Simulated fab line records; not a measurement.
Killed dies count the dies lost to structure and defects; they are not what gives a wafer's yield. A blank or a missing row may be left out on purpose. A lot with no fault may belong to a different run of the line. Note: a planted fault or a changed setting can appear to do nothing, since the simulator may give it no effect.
Shared-tool check | flow gf180mcu | Sample size 11 lots and 33 wafers

REASON IT WAS OPENED
At GF_STI_THK_MEAS_30 the reading STI_OXIDATION_02_THK is flagged on 3 of 11 lots. Fault-free wafers read 9.92 nm, with a standard deviation of 0.2.
Rule: flag the lot when none of its wafers has a number, or when each of its wafers that has one lies beyond 4 standard deviations from that mean. The rest of the lots are taken to be sound.

lot  | measured    | on            | STI_OXIDATION_02_THK (nm), wafer by wafer | flag
L988 | day 2 08:13 | film-metro-03 | 9.79 9.84 9.69                            |
L989 | day 2 11:25 | film-metro-02 | 9.91 9.76 9.81                            |
L990 | day 2 16:37 | film-metro-02 | 9.90 9.79 9.74                            |
L991 | day 3 01:25 | film-metro-03 | 9.93 9.97 9.88                            |
L992 | day 3 05:20 | film-metro-01 | 9.84 9.81 9.95                            |
L998 | day 4 09:19 | film-metro-01 | 15.51 15.50 15.27                         | FLAGGED
L999 | day 4 14:04 | film-metro-02 | 15.40 15.22 15.30                         | FLAGGED
L100 | day 4 23:16 | film-metro-01 | 15.46 15.53 15.43                         | FLAGGED
L104 | day 5 21:55 | film-metro-01 | 9.87 9.89 9.87                            |
L105 | day 6 00:45 | film-metro-01 | 10.18 10.07 10.17                         |
L111 | day 7 04:25 | film-metro-02 | 9.94 9.80 9.77                            |
The mean of the flagged lots' numbers is 15.40 nm, +5.48 nm from the usual (+27 standard deviations).

WHICH TOOL EACH LOT WENT THROUGH
The record holds 1 process step before the reading, out of a route of 602 steps. Every cell lists first the tool, next ch and the chambers used by the sampled wafers, and last the start.
lot  | flag    | GF_STI_OXIDATION_29
L988 |         | furnace-02 ch 0, day 2 06:49
L989 |         | furnace-01 ch 0, day 2 10:01
L990 |         | furnace-02 ch 0, day 2 15:13
L991 |         | furnace-01 ch 0, day 3 00:01
L992 |         | furnace-01 ch 0, day 3 03:56
L998 | FLAGGED | furnace-02 ch 0, day 4 07:55
L999 | FLAGGED | furnace-02 ch 0, day 4 12:41
L100 | FLAGGED | furnace-02 ch 0, day 4 21:52
L104 |         | furnace-01 ch 0, day 5 20:31
L105 |         | furnace-01 ch 0, day 5 23:21
L111 |         | furnace-01 ch 0, day 7 03:01
What the steps here do:
- GF_STI_OXIDATION_29: stabilise 600 s, purge 300 s, target thk 10 nm.
- GF_STI_THK_MEAS_30

FLAGGED AGAINST TOTAL, ONE TOOL AT A TIME (gauges that did the reading follow at the end)
step                | tool          | lots run | flagged | share of the flagged lots | sound lots run after its first flagged lot
GF_STI_OXIDATION_29 | furnace-01    | 6        | 0       | none                      | -
GF_STI_OXIDATION_29 | furnace-02    | 5        | 3       | all                       | 0
GF_STI_THK_MEAS_30  | film-metro-01 | 5        | 2       | some                      | 2 (L104,L105)
GF_STI_THK_MEAS_30  | film-metro-02 | 4        | 1       | some                      | 1 (L111)
GF_STI_THK_MEAS_30  | film-metro-03 | 2        | 0       | none                      | -

WHAT THE TABLE ALLOWS
Rows of the table that ran each flagged lot: 1, that is furnace-02 at GF_STI_OXIDATION_29.
- furnace-02 at GF_STI_OXIDATION_29 ran 5 lots, 3 of them flagged. Its last sound lot is L990 (day 2 15:13), its first flagged lot L998 (day 4 07:55): a fault that began between those two fits.
furnace-02 at GF_STI_OXIDATION_29 is the single tool remaining.

WHAT HAD BEEN PUT IN BY THE SIMULATOR
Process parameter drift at GF_STI_OXIDATION_29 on furnace-02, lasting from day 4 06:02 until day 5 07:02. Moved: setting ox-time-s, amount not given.
Lots struck among those shown: L998, L999, L100. The rule above found the same.
